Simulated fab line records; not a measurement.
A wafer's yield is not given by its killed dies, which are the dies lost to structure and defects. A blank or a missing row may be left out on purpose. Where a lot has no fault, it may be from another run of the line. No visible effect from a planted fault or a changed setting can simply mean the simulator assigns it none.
What tool caused it? :: flow gf180mcu :: Sampling: 14 lots, 42 wafers, 4 of 602 route steps

== WHAT THE GAUGES SHOWED, per wafer ==
GF_POLY_GATE_OVL_MEAS_11.
lot: L335
measured: day 9 08:02
on: overlay-01
POLY_GATE_OVL (nm): -1 -7 -2

lot: L336
measured: day 9 10:15
on: overlay-02
POLY_GATE_OVL (nm): 0 0 6

lot: L337
measured: day 9 18:26
on: overlay-01
POLY_GATE_OVL (nm): -6 -3 -5

lot: L338
measured: day 10 01:23
on: overlay-02
POLY_GATE_OVL (nm): -3 -3 3

lot: L339
measured: day 10 08:38
on: overlay-01
POLY_GATE_OVL (nm): -8 0 -4

lot: L340
measured: day 10 16:41
on: overlay-02
POLY_GATE_OVL (nm): -4 -11 -5

lot: L347
measured: day 12 23:09
on: overlay-01
POLY_GATE_OVL (nm): 2 -2 -7

lot: L348
measured: day 13 03:15
on: overlay-01
POLY_GATE_OVL (nm): -2 8 -4

lot: L351
measured: day 13 23:48
on: overlay-01
POLY_GATE_OVL (nm): -1 -6 -1

lot: L354
measured: day 15 00:18
on: overlay-01
POLY_GATE_OVL (nm): -6 -5 -8

lot: L355
measured: day 15 02:43
on: overlay-02
POLY_GATE_OVL (nm): -3 -3 -3

lot: L356
measured: day 15 11:51
on: overlay-01
POLY_GATE_OVL (nm): -11 -11 -14

lot: L357
measured: day 15 22:15
on: overlay-02
POLY_GATE_OVL (nm): -1 6 5

lot: L358
measured: day 16 05:08
on: overlay-01
POLY_GATE_OVL (nm): -7 -11 0

GF_POLY_GATE_CD_MEAS_18.
lot: L335
measured: day 9 09:41
on: cdSem-01
cdNm (nm): 280.1 279.0 281.0

lot: L336
measured: day 9 11:57
on: cdSem-01
cdNm (nm): 281.0 278.8 277.1

lot: L337
measured: day 9 20:06
on: cdSem-01
cdNm (nm): 277.4 278.3 277.3

lot: L338
measured: day 10 03:00
on: cdSem-02
cdNm (nm): 280.5 280.9 277.8

lot: L339
measured: day 10 12:40
on: cdSem-02
cdNm (nm): 281.6 282.0 284.5

lot: L340
measured: day 10 19:45
on: cdSem-01
cdNm (nm): 275.3 278.4 276.1

lot: L347
measured: day 13 00:48
on: cdSem-02
cdNm (nm): 279.7 280.4 281.8

lot: L348
measured: day 13 05:24
on: cdSem-01
cdNm (nm): 280.2 278.0 281.8

lot: L351
measured: day 14 01:33
on: cdSem-02
cdNm (nm): 277.1 278.1 278.3

lot: L354
measured: day 15 02:27
on: cdSem-02
cdNm (nm): 278.4 279.3 278.2

lot: L355
measured: day 15 04:19
on: cdSem-02
cdNm (nm): 281.0 282.0 278.6

lot: L356
measured: day 15 13:29
on: cdSem-01
cdNm (nm): 274.3 274.7 274.9

lot: L357
measured: day 15 23:54
on: cdSem-02
cdNm (nm): 277.4 279.8 278.0

lot: L358
measured: day 16 07:40
on: cdSem-01
cdNm (nm): 279.6 279.3 281.8

GF_HV_LDD_OVL_MEAS_47.
lot: L335
measured: day 12 12:29
on: overlay-01
HV_LDD_03_OVL (nm): -0.6 -0.7 1.9

lot: L336
measured: day 12 14:47
on: overlay-01
HV_LDD_03_OVL (nm): -1.5 -1.5 -1.2

lot: L337
measured: day 13 00:24
on: overlay-02
HV_LDD_03_OVL (nm): -1.7 -0.4 0.9

lot: L338
measured: day 13 07:04
on: overlay-02
HV_LDD_03_OVL (nm): 1.6 -0.5 -1.9

lot: L339
measured: day 13 19:03
on: overlay-02
HV_LDD_03_OVL (nm): 0.9 0.2 -0.9

lot: L340
measured: day 14 01:28
on: overlay-01
HV_LDD_03_OVL (nm): 1.2 0.6 2.0

lot: L347
measured: day 16 15:15
on: overlay-01
HV_LDD_03_OVL (nm): 0.8 -1.3 1.1

lot: L348
measured: day 16 20:07
on: overlay-02
HV_LDD_03_OVL (nm): -3.7 -4.0 -2.0

lot: L351
measured: day 17 18:35
on: overlay-01
HV_LDD_03_OVL (nm): 0.7 -1.1 -1.9

lot: L354
measured: day 18 23:11
on: overlay-02
HV_LDD_03_OVL (nm): -2.9 0.2 -0.9

lot: L355
measured: day 19 02:17
on: overlay-01
HV_LDD_03_OVL (nm): -0.7 1.7 -1.5

lot: L356
measured: day 19 11:17
on: overlay-02
HV_LDD_03_OVL (nm): -1.8 -1.5 -2.1

lot: L357
measured: day 19 23:02
on: overlay-02
HV_LDD_03_OVL (nm): -1.4 -2.5 -2.3

lot: L358
measured: day 20 07:37
on: overlay-02
HV_LDD_03_OVL (nm): -1.2 -1.7 0.4

== EACH LOT AND THE TOOL THAT RAN IT (in order: tool; ch and the chambers of the sampled wafers; start) ==
lot: L335
GF_HV_LDD_IMPLANT_35: implanter-02 ch 0, day 11 17:02

lot: L336
GF_HV_LDD_IMPLANT_35: implanter-01 ch 0, day 11 19:26

lot: L337
GF_HV_LDD_IMPLANT_35: implanter-04 ch 0, day 12 04:26

lot: L338
GF_HV_LDD_IMPLANT_35: implanter-01 ch 0, day 12 10:52

lot: L339
GF_HV_LDD_IMPLANT_35: implanter-02 ch 0, day 12 21:56

lot: L340
GF_HV_LDD_IMPLANT_35: implanter-01 ch 0, day 13 04:49

lot: L347
GF_HV_LDD_IMPLANT_35: implanter-01 ch 0, day 15 16:48

lot: L348
GF_HV_LDD_IMPLANT_35: implanter-01 ch 0, day 15 21:19

lot: L351
GF_HV_LDD_IMPLANT_35: implanter-02 ch 0, day 16 19:14

lot: L354
GF_HV_LDD_IMPLANT_35: implanter-02 ch 0, day 17 22:30

lot: L355
GF_HV_LDD_IMPLANT_35: implanter-02 ch 0, day 18 01:17

lot: L356
GF_HV_LDD_IMPLANT_35: implanter-01 ch 0, day 18 10:47

lot: L357
GF_HV_LDD_IMPLANT_35: implanter-01 ch 0, day 18 22:14

lot: L358
GF_HV_LDD_IMPLANT_35: implanter-02 ch 0, day 19 06:50
- GF_HV_LDD_IMPLANT_35

== WHAT THE TOOLS THEMSELVES READ (means of the sampled wafers that have a number; where no wafer has one, the mark that the record gives instead) ==
GF_HV_LDD_IMPLANT_35.
lot: L335
tool: implanter-02
beamEnergyKeV: 59.990
faradayCurrentUA: 42.9

lot: L336
tool: implanter-01
beamEnergyKeV: 59.986
faradayCurrentUA: 42.1

lot: L337
tool: implanter-04
beamEnergyKeV: 59.997
faradayCurrentUA: 42.5

lot: L338
tool: implanter-01
beamEnergyKeV: 60.007
faradayCurrentUA: 42.0

lot: L339
tool: implanter-02
beamEnergyKeV: 60.019
faradayCurrentUA: 42.3

lot: L340
tool: implanter-01
beamEnergyKeV: 59.987
faradayCurrentUA: 42.2

lot: L347
tool: implanter-01
beamEnergyKeV: 62.104
faradayCurrentUA: 41.7

lot: L348
tool: implanter-01
beamEnergyKeV: 62.104
faradayCurrentUA: 42.6

lot: L351
tool: implanter-02
beamEnergyKeV: 60.010
faradayCurrentUA: 41.8

lot: L354
tool: implanter-02
beamEnergyKeV: 60.008
faradayCurrentUA: 42.3

lot: L355
tool: implanter-02
beamEnergyKeV: 59.999
faradayCurrentUA: 42.2

lot: L356
tool: implanter-01
beamEnergyKeV: 60.002
faradayCurrentUA: 42.8

lot: L357
tool: implanter-01
beamEnergyKeV: 60.016
faradayCurrentUA: 42.3

lot: L358
tool: implanter-02
beamEnergyKeV: 60.010
faradayCurrentUA: 42.4

== THE ANSWER, worked out from the rows above alone ==
Rule: what is usual is taken from the lots themselves. The widest of any qualifying gaps counts: lots, ordered by their means at a reading, are off when they make up no more than a third of the lots, leave a main group of 4 or more, and stand apart from it by 3 or more times the standard deviation of that group's means. A main group is skipped when, at the precision printed for the reading in the tables above, its means are all equal. Also off: a lot with no number at a reading for which 4 or more lots have one. All remaining lots with rows at the step are treated as sound. After the gauges, taken in route order, come the tools' own readings; for these a lot's mean is taken, as printed above. At the first step where some lot is off, the reading lying furthest off is the one used; lots without a number count as furthest.
Off, at GF_HV_LDD_IMPLANT_35 on beamEnergyKeV: L347, L348. The main group: mean 60.003, standard deviation 0.011.
A tool fits if, at that step or a process step before it, it ran every lot that is off, and no sound lot after the first of them. Not one of the candidates tried fits.

== WHAT THE SIMULATOR HAD INSERTED ==
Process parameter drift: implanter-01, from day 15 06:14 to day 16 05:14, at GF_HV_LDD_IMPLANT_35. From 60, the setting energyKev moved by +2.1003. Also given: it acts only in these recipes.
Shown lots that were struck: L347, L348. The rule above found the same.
